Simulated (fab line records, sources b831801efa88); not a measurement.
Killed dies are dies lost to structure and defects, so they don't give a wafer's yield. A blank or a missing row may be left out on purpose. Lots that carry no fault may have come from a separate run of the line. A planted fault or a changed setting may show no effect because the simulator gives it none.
fab line records	flow sky130
record lots=6	wafers=18	last-day=50
route steps=708 shown METAL5@669 PASSIVATION@681 PAD_OPEN@694
lots untouched by any fault: they come from a run of this same line in which no faults occurred
start-h: start of the lot's first displayed wafer, in hours after the record's first day	wait-h: time in hours since the lot's previous step	" as in the row above	L1.1+2: a single row standing in for several wafers	- value missing, or start not given	* or withheld: withheld	< > ~ a bound
route shown NAME@n: NAME is a module with steps in the file, n the number in the route of the first one	usual: mean and standard deviation over wafers with no fault	same: alike in all rows	chamber/n: place in a boat	sites: readings site by site	_std_site: how widely they spread, as a standard deviation	_edge_site: outer sites' mean less inner sites'	radius-mm: how far each site lies from the wafer's centre	mask NAME#n: copy n	behind: the last tool/chamber to shape the wafer	hold: reason for holding the lot/hours on hold/outcome of the hold	device: whichever transistor did not switch (one of n, p or np)	end of line: at the end of the route, the tests of the same wafers	a step without rows: its recipe alone	killed: dies lost to structure and defects at the first sort, not the wafer's yield	map: per-die view of a wafer (x killed, . not killed, _ where there is no die)
set.NAME: setting as actually run; set.NAME@STEP: the setting as run at that earlier step	model.NAME: the simulator's own value behind a step, which no gauge read
lots at some steps of the route; a table a step, a row a wafer
services: the hour from which a tool's chamber was out of use, counted from the record's first day as start-h (under 0 if before that day), plus the number of hours and why
## steps
# step SKY_METAL5_HMDS_08
# recipe prime-time-s=60	prime-temp-c=120
# step SKY_METAL5_COAT_09
# recipe resist=NOVOLAK	spin-rpm=3000	resist-thk-nm=1800
# step SKY_METAL5_SOFTBAKE_10
# recipe temp-c=90	time-s=60	resist=NOVOLAK
# step SKY_METAL5_EXPOSE_11
# recipe mask-id=MM5	na=0.6	source-shape=conventional	sigma-outer=0.6	polarization=unpolarized	target-cd-nm=1600	dose-mj=190
# step SKY_METAL5_PEB_12
# recipe temp-c=withheld	time-s=*	resist=NOVOLAK
# step SKY_METAL5_DEVELOP_13
# recipe resist=NOVOLAK	developer=TMAH	develop-time-s=60	dev-temp-c=23
# step SKY_METAL5_DESCUM_14
# recipe chemistry=O2	source-power-w=150	bias-power-w=0	pressure-mtorr=10	temp-c=40	time-s=11
# usual drypump-motor-current-A=5.5/0.39	he-backside-leak-sccm=3.27/0.14	oes-product-au=1.003/0.0074	temp-c=39.97/0.12
lot.wafer	tool	chamber	start-h	wait-h	drypump-motor-current-A	he-backside-leak-sccm	oes-product-au	rf-hours-counter-h	temp-c
L388.2	rie-metal-04	1	1055.07	0.1	5.7	3.38	1.009	7	40.00
L388.5	"	1	"	"	5.7	3.26	0.999	-	39.97
L388.6	"	0	"	"	5.9	3.43	1.005	-	39.90
L390.1	rie-metal-03	1	1063.62	0.1	5.0	3.30	0.999	21	39.88
L390.5	"	0	"	"	5.1	3.28	1.010	-	39.98
L390.6	"	1	"	"	4.9	3.40	1.002	-	39.94
L392.1	rie-metal-04	1	1083.96	0.1	5.7	3.34	0.993	8	39.86
L392.3	"	0	"	"	5.9	3.47	1.006	-	40.05
L392.4	"	1	"	"	5.7	3.15	1.004	-	39.85
L400.4	rie-metal-02	0	1136.32	0.1	5.7	3.46	0.998	-	40.10
L400.5	"	1	"	"	6.0	3.19	1.015	-	39.95
L400.6	"	0	"	"	5.7	3.24	1.019	-	40.17
L405.1	rie-metal-03	0	1151.71	0.1	5.1	3.19	0.998	18	39.98
L405.4	"	0	"	"	5.1	3.24	1.002	-	40.03
L405.5	"	0	"	"	5.1	3.03	0.995	-	40.14
L407.1	rie-metal-02	1	1162.26	0.1	6.0	3.31	1.013	27	40.09
L407.4	"	1	"	"	6.0	3.25	1.007	-	39.96
L407.5	"	0	"	"	5.7	3.41	0.999	-	39.91
# step SKY_METAL5_METAL_ETCH_15
# recipe target-depth-a=12600	stop-on=SiO2	over-etch-frac=0.2	time-s=252	chemistry=Cl2/BCl3	resist-sidewall-deg=86	pressure-mtorr=10	icp-w=900	bias-w=48.5	Cl2_flow_sccm=60	bcl3-flow-sccm=30
# step SKY_METAL5_STRIP_16
# recipe chemistry=O2/N2	power-w=1400	pressure-mtorr=1500	platen-temp-c=withheld	o2-flow-sccm=3000	n2-flow-sccm=300	overash-fraction=0.5
# usual drypump-motor-current-A=5.72/0.23	oes-product-au=0.710/0.0045	strip-time-to-endpoint-s=13.03/0.098
lot.wafer	tool	chamber	start-h	wait-h	drypump-motor-current-A	oes-product-au	rf-hours-counter-h	strip-time-to-endpoint-s
L388.2	plasma-asher-03	0	1055.34	0.2	5.84	0.711	61	13.00
L388.5	"	0	"	"	5.83	0.705	-	12.98
L388.6	"	1	"	"	5.98	0.706	-	12.97
L390.1	plasma-asher-03	0	1063.89	0.2	5.85	0.710	63	13.08
L390.5	"	1	"	"	5.95	0.703	-	13.01
L390.6	"	0	"	"	5.84	0.709	-	13.05
L392.1	plasma-asher-01	1	1084.23	0.2	5.74	0.705	2	13.12
L392.3	"	1	"	"	5.76	0.705	-	13.16
L392.4	"	0	"	"	5.27	0.711	-	13.12
L400.4	plasma-asher-04	0	1136.61	0.1	5.80	0.705	-	12.98
L400.5	"	1	"	"	5.84	0.709	-	12.85
L400.6	"	0	"	"	5.77	0.712	-	13.05
L405.1	plasma-asher-01	1	1152.24	0.4	5.77	0.709	6	12.95
L405.4	"	0	"	"	5.25	0.709	-	12.97
L405.5	"	0	"	"	5.26	0.708	-	13.04
L407.1	plasma-asher-04	1	1162.53	0.2	5.91	0.706	40	13.00
L407.4	"	0	"	"	5.76	0.710	-	12.94
L407.5	"	1	"	"	5.86	0.715	-	13.11
# step SKY_METAL5_STRIP_17
# recipe chemistry=post-etch-residue-remover	time-s=1200	temp-c=72.5
# step SKY_METAL5_CLEAN_18
# recipe chemistry=IPA	time-s=180	temp-c=25
# step SKY_METAL5_CLEAN_19
# recipe chemistry=O3/DIW	dry=n2-spin
# step SKY_PASSIVATION_CVD_00
# recipe material=SiO2	target-thk-nm=90	temp-c=400	time-s=withheld	rf-w=600
# usual heater-power-w=722/110
lot.wafer	tool	chamber	start-h	wait-h	heater-power-w
L388.2	pecvd-03	0	1055.94	0.0	820
L388.5	"	1	"	"	878
L388.6	"	2	"	"	699
L390.1	pecvd-04	2	1064.50	0.0	594
L390.5	"	2	"	"	608
L390.6	"	0	"	"	643
L392.1	pecvd-03	1	1084.85	0.0	746
L392.3	"	0	"	"	858
L392.4	"	1	"	"	754
L400.4	pecvd-03	2	1137.18	0.0	753
L400.5	"	1	"	"	808
L400.6	"	0	"	"	874
L405.1	pecvd-01	1	1152.85	0.0	606
L405.4	"	2	"	"	635
L405.5	"	0	"	"	576
L407.1	pecvd-01	2	1163.12	0.0	671
L407.4	"	2	"	"	647
L407.5	"	0	"	"	556
# step SKY_PASSIVATION_THK_MEAS_01
# recipe reads=SiO2_of_PASSIVATION_CVD_00
# usual PASSIVATION_CVD_00_THK=89.8/0.99
lot.wafer	tool	chamber	start-h	wait-h	PASSIVATION_CVD_00_THK[nm]
L388.2	film-metro-02	-	1055.97	-	87.6
L388.5	"	-	"	"	90.2
L388.6	"	-	"	"	90.0
L390.1	film-metro-01	-	1064.53	-	88.8
L390.5	"	-	"	"	91.1
L390.6	"	-	"	"	89.8
L392.1	film-metro-01	-	1084.88	-	89.9
L392.3	"	-	"	"	89.7
L392.4	"	-	"	"	90.4
L400.4	film-metro-01	-	1137.22	-	90.8
L400.5	"	-	"	"	92.0
L400.6	"	-	"	"	90.1
L405.1	film-metro-01	-	1152.87	-	89.0
L405.4	"	-	"	"	89.9
L405.5	"	-	"	"	90.2
L407.1	film-metro-03	-	1163.14	-	88.4
L407.4	"	-	"	"	88.7
L407.5	"	-	"	"	90.9
# step SKY_PASSIVATION_CVD_02
# recipe material=Si3N4	target-thk-nm=540	temp-c=400	time-s=withheld	rf-w=450
# usual heater-power-w=731/110
lot.wafer	tool	chamber	start-h	wait-h	heater-power-w
L388.2	pecvd-01	1	1056.02	0.0	677
L388.5	"	2	"	"	671
L388.6	"	1	"	"	690
L390.1	pecvd-01	1	1064.59	0.1	687
L390.5	"	1	"	"	592
L390.6	"	2	"	"	689
L392.1	pecvd-04	2	1084.94	0.1	692
L392.3	"	1	"	"	929
L392.4	"	0	"	"	621
L400.4	pecvd-04	2	1137.36	0.1	749
L400.5	"	0	"	"	631
L400.6	"	1	"	"	831
L405.1	pecvd-03	0	1152.93	0.1	958
L405.4	"	0	"	"	755
L405.5	"	0	"	"	817
L407.1	pecvd-04	1	1163.20	0.1	857
L407.4	"	1	"	"	880
L407.5	"	2	"	"	759
# step SKY_PASSIVATION_THK_MEAS_03
# recipe reads=Si3N4_of_PASSIVATION_CVD_02
# usual PASSIVATION_CVD_02_THK=542/7
lot.wafer	tool	chamber	start-h	wait-h	PASSIVATION_CVD_02_THK[nm]
L388.2	film-metro-03	-	1056.25	-	540
L388.5	"	-	"	"	542
L388.6	"	-	"	"	546
L390.1	film-metro-02	-	1064.93	-	531
L390.5	"	-	"	"	542
L390.6	"	-	"	"	533
L392.1	film-metro-03	-	1085.16	-	542
L392.3	"	-	"	"	547
L392.4	"	-	"	"	550
L400.4	film-metro-03	-	1137.50	-	541
L400.5	"	-	"	"	539
L400.6	"	-	"	"	550
L405.1	film-metro-02	-	1153.27	-	551
L405.4	"	-	"	"	550
L405.5	"	-	"	"	555
L407.1	film-metro-02	-	1163.43	-	535
L407.4	"	-	"	"	548
L407.5	"	-	"	"	548
# step SKY_PASSIVATION_DEHYDRATE_04
# recipe temp-c=200	time-s=60
# step SKY_PASSIVATION_HMDS_05
# recipe prime-time-s=60	prime-temp-c=120
# step SKY_PASSIVATION_COAT_06
# recipe spin-rpm=2000	resist-thk-nm=3000
# step SKY_PASSIVATION_SOFTBAKE_07
# recipe temp-c=110	time-s=withheld
# step SKY_PASSIVATION_EXPOSE_08
# recipe mask-id=NSM	target-cd-nm=3000	na=0.57	dose-mj=260
# step SKY_PASSIVATION_PEB_09
# recipe temp-c=115	time-s=withheld
# step SKY_PASSIVATION_DEVELOP_10
# recipe develop-time-s=60	dev-temp-c=23
# step SKY_PASSIVATION_ETCH_11
# recipe chemistry=CF4/O2	target-depth-nm=725	stop-on=AlCu	source-w=800	bias-w=150	pressure-mtorr=150	cf4-flow-sccm=80	O2_flow_sccm=10	time-s=161.1
# step SKY_PASSIVATION_STRIP_12
# recipe chemistry=O2/N2	power-w=1400	pressure-mtorr=1500	platen-temp-c=withheld	overash-fraction=0.7	o2-flow-sccm=3000	n2-flow-sccm=300
# usual drypump-motor-current-A=5.8/0.45	oes-product-au=0.661/0.0047	strip-time-to-endpoint-s=31.54/0.12
lot.wafer	tool	chamber	start-h	wait-h	drypump-motor-current-A	oes-product-au	rf-hours-counter-h	strip-time-to-endpoint-s
L388.2	plasma-asher-01	1	1077.48	0.1	5.8	0.659	1	31.58
L388.5	"	0	"	"	5.3	0.664	-	31.64
L388.6	"	1	"	"	5.8	0.661	-	31.79
L390.1	plasma-asher-03	1	1086.48	0.1	6.0	0.663	65	31.64
L390.5	"	1	"	"	6.0	0.661	-	31.74
L390.6	"	0	"	"	5.8	0.661	-	31.55
L392.1	plasma-asher-03	0	1105.67	0.1	5.8	0.661	68	31.56
L392.3	"	1	"	"	6.0	0.666	-	31.46
L392.4	"	0	"	"	5.8	0.662	-	31.42
L400.4	plasma-asher-03	1	1155.03	0.1	6.0	0.660	-	31.40
L400.5	"	1	"	"	6.0	0.659	-	31.49
L400.6	"	0	"	"	5.8	0.666	-	31.40
L405.1	plasma-asher-02	0	1170.38	0.1	6.6	0.660	99	31.66
L405.4	"	0	"	"	6.6	0.660	-	31.57
L405.5	"	0	"	"	6.6	0.656	-	31.54
L407.1	plasma-asher-02	0	1180.82	0.1	6.6	0.654	100	31.57
L407.4	"	1	"	"	5.5	0.660	-	31.60
L407.5	"	0	"	"	6.6	0.667	-	31.60
# step SKY_PAD_OPEN_DEHYDRATE_00
# recipe temp-c=200	time-s=60
# step SKY_PAD_OPEN_HMDS_01
# recipe prime-time-s=60	prime-temp-c=120
# step SKY_PAD_OPEN_COAT_02
# recipe spin-rpm=2000	resist-thk-nm=3000
# step SKY_PAD_OPEN_SOFTBAKE_03
# recipe temp-c=110	time-s=withheld
# step SKY_PAD_OPEN_EXPOSE_04
# recipe mask-id=PDM	target-cd-nm=60000	na=0.57	dose-mj=260
# step SKY_PAD_OPEN_PEB_05
# recipe temp-c=115	time-s=withheld
# step SKY_PAD_OPEN_DEVELOP_06
# recipe develop-time-s=60	dev-temp-c=23
# step SKY_PAD_OPEN_ETCH_07
# recipe chemistry=CF4/O2	target-depth-nm=725	stop-on=AlCu	source-w=800	bias-w=150	pressure-mtorr=150	cf4-flow-sccm=80	O2_flow_sccm=10	time-s=161.1
# step SKY_PAD_OPEN_STRIP_08
# recipe chemistry=O2/N2	power-w=1400	pressure-mtorr=1500	platen-temp-c=withheld	overash-fraction=0.7	o2-flow-sccm=3000	n2-flow-sccm=300
# usual drypump-motor-current-A=5.9/0.42	oes-product-au=0.663/0.005
lot.wafer	tool	chamber	start-h	wait-h	drypump-motor-current-A	oes-product-au	rf-hours-counter-h
L388.2	plasma-asher-04	1	1098.42	0.1	5.9	0.665	34
L388.5	"	1	"	"	5.9	0.660	-
L388.6	"	0	"	"	5.8	0.667	-
L390.1	plasma-asher-01	1	1106.06	0.1	5.7	0.654	4
L390.5	"	0	"	"	5.3	0.668	-
L390.6	"	1	"	"	5.8	0.666	-
L392.1	plasma-asher-02	1	1125.96	0.1	5.4	0.660	94
L392.3	"	0	"	"	6.6	0.665	-
L392.4	"	1	"	"	5.4	0.658	-
L400.4	plasma-asher-02	1	1171.20	0.1	5.4	0.672	-
L400.5	"	0	"	"	6.6	0.664	-
L400.6	"	1	"	"	5.4	0.664	-
L405.1	plasma-asher-01	1	1187.31	0.1	5.7	0.661	10
L405.4	"	0	"	"	5.3	0.663	-
L405.5	"	1	"	"	5.7	0.662	-
L407.1	plasma-asher-04	1	1196.30	0.1	5.9	0.662	43
L407.4	"	1	"	"	5.9	0.660	-
L407.5	"	0	"	"	5.8	0.669	-
# step SKY_PAD_OPEN_STRIP_09
# recipe chemistry=post-etch-residue-remover	time-s=1200	temp-c=72.5
# step SKY_PAD_OPEN_CLEAN_10
# recipe chemistry=IPA	time-s=180	temp-c=25
# step SKY_PAD_OPEN_CLEAN_11
# recipe chemistry=O3/DIW	dry=n2-spin
# step SKY_PAD_OPEN_ANNEAL_12
# recipe temp-c=400	time-s=withheld	ambient=N2/H2	idle-temp-c=300	ramp-up-c-per-min=8	ramp-down-c-per-min=4
# step SKY_PAD_OPEN_BOW_MEAS_13
# recipe mode=bow
# usual PAD_OPEN_BOW=47/9.4
lot.wafer	tool	chamber	start-h	wait-h	PAD_OPEN_BOW[um]
L388.2	film-metro-04	-	1100.56	-	46
L388.5	"	-	"	"	51
L388.6	"	-	"	"	59
L390.1	film-metro-03	-	1108.16	-	50
L390.5	"	-	"	"	58
L390.6	"	-	"	"	57
L392.1	film-metro-01	-	1128.05	-	26
L392.3	"	-	"	"	36
L392.4	"	-	"	"	35
L400.4	film-metro-03	-	1173.42	-	55
L400.5	"	-	"	"	44
L400.6	"	-	"	"	46
L405.1	film-metro-04	-	1189.46	-	52
L405.4	"	-	"	"	48
L405.5	"	-	"	"	36
L407.1	film-metro-04	-	1198.39	-	55
L407.4	"	-	"	"	50
L407.5	"	-	"	"	41
# step SKY_PAD_OPEN_PROBE_99
# usual defect-limited-yield=81.9/1.9	killed_at_M0_to_M3=45/7.3	killed_at_M4_up=3.2/1.8	killed-at-contacts=25/5.5	killed-at-front-end=15/4.2	killed-at-other=0.3/0.69	killed-dies=89/9.4	killed-open=49/6.6	killed-short=40/6.4	sort_bin_3_pad_short=0.9/0.43	sort_bin_5_function=10.7/1.5	sort_bin_6_memory=6.5/1.2	sort-n-pass=403/9.4	sort-yield-pct=81.9/1.9
# same gross-dies=492	killed-at-back-side=0	sort_bin_4_leakage[%]=0	sort_bin_8_speed[%]=0
lot.wafer	tool	chamber	start-h	wait-h	defect-limited-yield[%]	killed_at_M0_to_M3	killed_at_M4_up	killed-at-contacts	killed-at-front-end	killed-at-other	killed-dies	killed-open	killed-short	sort_bin_3_pad_short[%]	sort_bin_5_function[%]	sort_bin_6_memory[%]	sort-n-pass	sort-yield-pct[%]	model.etest.tester.sort-n-pass	model.etest.tester.sort-yield-pct	model.etest.tester.sort_bin_5_pct	model.etest.tester.sort_bin_3_pct
L388.2	prober-02	-	1100.71	0.1	83.5	35	2	25	18	1	81	44	37	1.0	9.6	5.9	411	83.5	411	83.54	9.553	1.016
L388.5	prober-02	-	1100.86	0.2	69.7	48	3	23	14	61	149	48	38	3.3	18.9	8.1	343	69.7	343	69.72	18.9	3.252
L388.6	prober-02	-	1100.91	0.2	82.7	45	3	19	17	1	85	51	33	0.8	8.1	8.3	407	82.7	407	82.72	8.13	0.813
L390.1	prober-01	-	1108.28	0.1	81.5	43	4	32	12	0	91	49	42	0.8	12.2	5.5	401	81.5	401	81.5	12.2	0.813
L390.5	prober-01	-	1108.48	0.2	83.9	43	1	18	17	0	79	47	32	0.8	10.0	5.3	413	83.9	413	83.94	9.959	0.813
L390.6	prober-01	-	1108.53	0.2	83.3	39	4	26	13	0	82	43	39	0.6	10.2	5.9	410	83.3	410	83.33	10.16	0.6098
L392.1	prober-02	-	1128.17	0.1	71.3	36	4	27	11	63	141	39	41	3.5	17.7	7.5	351	71.3	351	71.34	17.68	3.455
L392.3	prober-02	-	1128.27	0.2	83.9	31	6	23	19	0	79	44	35	0.6	10.8	4.7	413	83.9	413	83.94	10.77	0.6098
L392.4	prober-02	-	1128.32	0.2	73.2	38	3	22	13	56	132	38	38	4.7	13.8	8.3	360	73.2	360	73.17	13.82	4.675
L400.4	prober-02	-	1173.63	0.2	84.3	37	2	26	12	0	77	46	31	0.4	8.1	7.1	415	84.3	415	84.35	8.13	0.4065
L400.5	prober-02	-	1173.68	0.2	79.5	51	1	29	20	0	101	58	42	1.0	14.2	5.3	391	79.5	391	79.47	14.23	1.016
L400.6	prober-02	-	1173.73	0.2	82.7	52	2	15	16	0	85	46	39	0	10.6	6.7	407	82.7	407	82.72	10.57	0
L405.1	prober-01	-	1189.58	0.1	79.7	42	5	38	15	0	100	43	57	1.2	12.4	6.7	392	79.7	392	79.67	12.4	1.22
L405.4	prober-01	-	1189.73	0.2	81.9	38	4	25	22	0	89	45	42	0.8	10.6	6.7	403	81.9	403	81.91	10.57	0.813
L405.5	prober-01	-	1189.78	0.2	78.0	50	5	35	18	0	108	53	53	1.4	11.8	8.7	384	78.0	384	78.05	11.79	1.423
L407.1	prober-01	-	1198.51	0.1	81.1	42	1	25	25	0	93	57	36	1.0	12.0	5.9	399	81.1	399	81.1	11.99	1.016
L407.4	prober-01	-	1198.66	0.2	80.3	47	5	18	27	0	97	60	37	0.8	9.6	9.3	395	80.3	395	80.28	9.553	0.813
L407.5	prober-01	-	1198.71	0.2	83.3	43	7	18	14	0	82	40	42	0.8	11.0	4.9	410	83.3	410	83.33	10.98	0.813
# killed by level:class
L388.2 CONTACT:geometric-particle:open=11 VIA1:geometric-particle:open=7 METAL2:geometric-particle:short=7 POLY_GATE:geometric-particle:short=6 CONTACT:geometric-particle:short=6 VIA1:geometric-particle:short=6 VIA2:geometric-particle:open=5 FIELD_ISO:geometric-particle:open=4
L388.5 PASSIVATION:unspecified=61 VIA1:geometric-particle:open=16 CONTACT:geometric-particle:open=7 CONTACT:geometric-particle:short=7 METAL1:geometric-particle:short=5 VIA2:geometric-particle:short=5 VIA2:geometric-particle:open=5 METAL2:geometric-particle:open=4
L388.6 VIA2:geometric-particle:open=9 VIA1:geometric-particle:open=8 CONTACT:geometric-particle:open=8 METAL1:geometric-particle:short=6 VIA3:geometric-particle:open=5 FIELD_ISO:geometric-particle:short=4 POLY_CUT:geometric-particle:open=4 LI_CONTACT:geometric-particle:open=4
L390.1 VIA1:geometric-particle:open=13 CONTACT:geometric-particle:open=11 LI_CONTACT:geometric-particle:open=7 METAL2:geometric-particle:short=6 LOCAL_INTERCONNECT:geometric-particle:short=5 VIA3:geometric-particle:open=5 LI_CONTACT:geometric-particle:short=4 CONTACT:geometric-particle:short=4
L390.5 VIA1:geometric-particle:open=9 METAL2:geometric-particle:short=8 VIA3:geometric-particle:open=7 LI_CONTACT:geometric-particle:open=6 CONTACT:geometric-particle:open=6 POLY_GATE:geometric-particle:open=4 POLY_GATE:geometric-particle:short=4 VIA2:geometric-particle:open=4
L390.6 VIA1:geometric-particle:open=9 LI_CONTACT:geometric-particle:open=8 CONTACT:geometric-particle:open=8 METAL1:geometric-particle:short=8 VIA2:geometric-particle:open=6 CONTACT:geometric-particle:short=6 POLY_GATE:geometric-particle:short=4 METAL2:geometric-particle:short=4
L392.1 PASSIVATION:unspecified=60 VIA1:geometric-particle:open=10 CONTACT:geometric-particle:open=9 LI_CONTACT:geometric-particle:open=7 CONTACT:geometric-particle:short=6 METAL2:geometric-particle:short=6 LOCAL_INTERCONNECT:geometric-particle:short=4 METAL1:geometric-particle:short=4
L392.3 LI_CONTACT:geometric-particle:open=13 VIA1:geometric-particle:open=8 POLY_GATE:geometric-particle:short=7 CONTACT:geometric-particle:open=7 METAL2:geometric-particle:short=6 VIA2:geometric-particle:short=6 POLY_GATE:geometric-particle:open=4 METAL4:geometric-particle:short=4
L392.4 PASSIVATION:unspecified=56 VIA1:geometric-particle:open=12 VIA2:geometric-particle:open=7 LI_CONTACT:geometric-particle:short=6 CONTACT:geometric-particle:open=6 VIA1:geometric-particle:short=5 FIELD_ISO:geometric-particle:short=4 CONTACT:geometric-particle:short=4
L400.4 CONTACT:geometric-particle:open=13 VIA1:geometric-particle:short=8 VIA1:geometric-particle:open=8 LI_CONTACT:geometric-particle:short=5 METAL1:geometric-particle:open=5 POLY_GATE:geometric-particle:open=4 VIA3:geometric-particle:open=4 FIELD_ISO:geometric-particle:short=3
L400.5 VIA1:geometric-particle:open=11 LI_CONTACT:geometric-particle:open=10 VIA1:geometric-particle:short=8 VIA2:geometric-particle:open=8 FIELD_ISO:geometric-particle:open=7 CONTACT:geometric-particle:open=7 METAL2:geometric-particle:short=7 VIA3:geometric-particle:open=6
L400.6 VIA1:geometric-particle:open=12 VIA2:geometric-particle:open=10 METAL2:geometric-particle:short=7 CONTACT:geometric-particle:short=5 VIA3:geometric-particle:open=5 VIA1:geometric-particle:short=5 FIELD_ISO:geometric-particle:open=4 POLY_GATE:geometric-particle:short=4
L405.1 LI_CONTACT:geometric-particle:open=11 CONTACT:geometric-particle:open=11 FIELD_ISO:geometric-particle:short=6 LI_CONTACT:geometric-particle:short=6 METAL2:geometric-particle:short=6 VIA3:geometric-particle:short=6 VIA2:geometric-particle:short=5 LOCAL_INTERCONNECT:geometric-particle:short=5
L405.4 CONTACT:geometric-particle:open=9 LI_CONTACT:geometric-particle:open=7 FIELD_ISO:geometric-particle:open=6 VIA1:geometric-particle:open=6 METAL2:geometric-particle:short=6 CONTACT:geometric-particle:short=5 VIA2:geometric-particle:open=5 FIELD_ISO:geometric-particle:short=4
L405.5 VIA1:geometric-particle:open=9 CONTACT:geometric-particle:open=9 VIA3:geometric-particle:open=9 LI_CONTACT:geometric-particle:short=8 CONTACT:geometric-particle:short=8 METAL1:geometric-particle:short=8 METAL2:geometric-particle:short=7 VIA2:geometric-particle:open=7
L407.1 VIA1:geometric-particle:open=12 LI_CONTACT:geometric-particle:open=9 VIA2:geometric-particle:open=7 POLY_GATE:geometric-particle:open=6 METAL2:geometric-particle:short=6 POLY_GATE:geometric-particle:short=5 CONTACT:geometric-particle:open=5 VIA3:geometric-particle:open=5
L407.4 VIA1:geometric-particle:open=15 CONTACT:geometric-particle:open=10 VIA3:geometric-particle:open=7 FIELD_ISO:geometric-particle:short=6 POLY_GATE:geometric-particle:open=6 METAL2:geometric-particle:short=6 FIELD_ISO:geometric-particle:open=5 POLY_GATE:geometric-particle:short=5
L407.5 METAL1:geometric-particle:short=8 CONTACT:geometric-particle:open=7 VIA1:geometric-particle:open=7 VIA1:geometric-particle:short=5 VIA2:geometric-particle:open=5 METAL4:geometric-particle:short=5 FIELD_ISO:geometric-particle:short=4 POLY_GATE:geometric-particle:short=4
# map L388.5 (x killed, . not)
__________....x...x._________
________.xx.........x._______
______....x..........x.._____
_____..x.......x...x.....____
____........x.............___
___....x......x..xx...x.x..__
__x........x..x............._
_xx......x.x...xx......xx...x
_..xx....x................x..
_.......xx...........x.......
_.x....x..x..xxxx.xxxxxx.xx.x
_.x..x..........xxxxxxxxxx...
_....x..x.....x..xxxxxxxxxx..
_.x...x.xx....xx..xxxxxxxx...
_x....x.x..xx.x..x.xxxxxxxx..
__.....xx....x.x.xxxxxxxxx.x_
___.x............x.xxxxxxxx__
____...............xx.xx..___
_____x........x.......xxx____
______xx.......xx.x....._____
________...x...x..x..._______
__________...xx....._________
# map L392.1 (x killed, . not)
__________.........._________
________..........x..._______
______.x.....x......x..._____
_____.....x.....xxx..x...____
____..x.x.x.....xx.x....x.___
___.x......x...x....x..x...__
__.x.......x.x.....x.....x.._
_.....x.........x..x.........
_.......x......xx....x.......
_.................xx..xx...x.
_..xx..............x.xxxx....
_.x...x.x...x...x.xxxxxxxxxx.
_x..x.........x..xxxxxxxxx...
_x............x..xxxxxxxxx...
_..xx.x.x..x.....xxxxxxxxxx..
__............x..xxxxxxxxxx._
___.x..........xx..xxxxxxxx__
____.....x.......xxx.x.xxx___
_____xx.x.....x.x..x....x____
______....x.x......x...._____
________...x.........._______
__________.x......x._________
## services
tool	chamber	start-h	hours	kind
pecvd-04	-	1032.52	0.7	repair
pecvd-03	2	1049.12	5.0	scheduled-down
plasma-asher-02	-	1054.45	13.4	repair
plasma-asher-01	-	1055.25	9.0	pm
plasma-asher-01	0	1055.25	9.0	vent-cycle
plasma-asher-01	1	1055.25	9.0	vent-cycle
pecvd-01	0	1062.58	19.8	repair
plasma-asher-01	0	1064.25	-	clean
plasma-asher-01	1	1064.25	-	clean
pecvd-04	1	1064.26	5.7	repair
pecvd-01	1	1067.02	5.5	scheduled-down
pecvd-01	1	1072.97	3.4	repair
pecvd-01	-	1075.96	0.7	repair
plasma-asher-02	-	1078.01	3.9	repair
pecvd-04	2	1091.59	2.1	scheduled-down
plasma-asher-04	-	1102.47	2.8	pm
plasma-asher-04	-	1110.00	14.6	pm
pecvd-03	-	1110.74	0.5	repair
plasma-asher-01	-	1123.50	26.3	pm
rie-metal-02	1	1143.70	8.6	repair
pecvd-04	2	1150.11	5.5	scheduled-down
pecvd-03	1	1152.08	2.1	scheduled-down
rie-metal-03	-	1173.45	18.5	repair
plasma-asher-04	-	1194.46	0.6	repair
## key
first-sign step=SKY_PAD_OPEN_PROBE_99	reading=killed-at-other	direction=up	sigmas=60	usual=0.3	struck=60
effect step=SKY_PAD_OPEN_PROBE_99	reading=sort_bin_3_pad_short	direction=up	sigmas=6.7	usual=0.9	struck=3.8
model-effect step=SKY_PAD_OPEN_PROBE_99	value=etest.tester.sort-n-pass	without=402.7	struck=351.3
met-at SKY_PASSIVATION_CVD_00
struck-wafers L388.5,L392.1,L392.4
fault kind=chamber-particle-source	tool=pecvd-03	chamber=1	onset-h=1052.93	steps=SKY_PASSIVATION_CVD_00	rate-per-visit-cm2=1.3689	end-h=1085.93
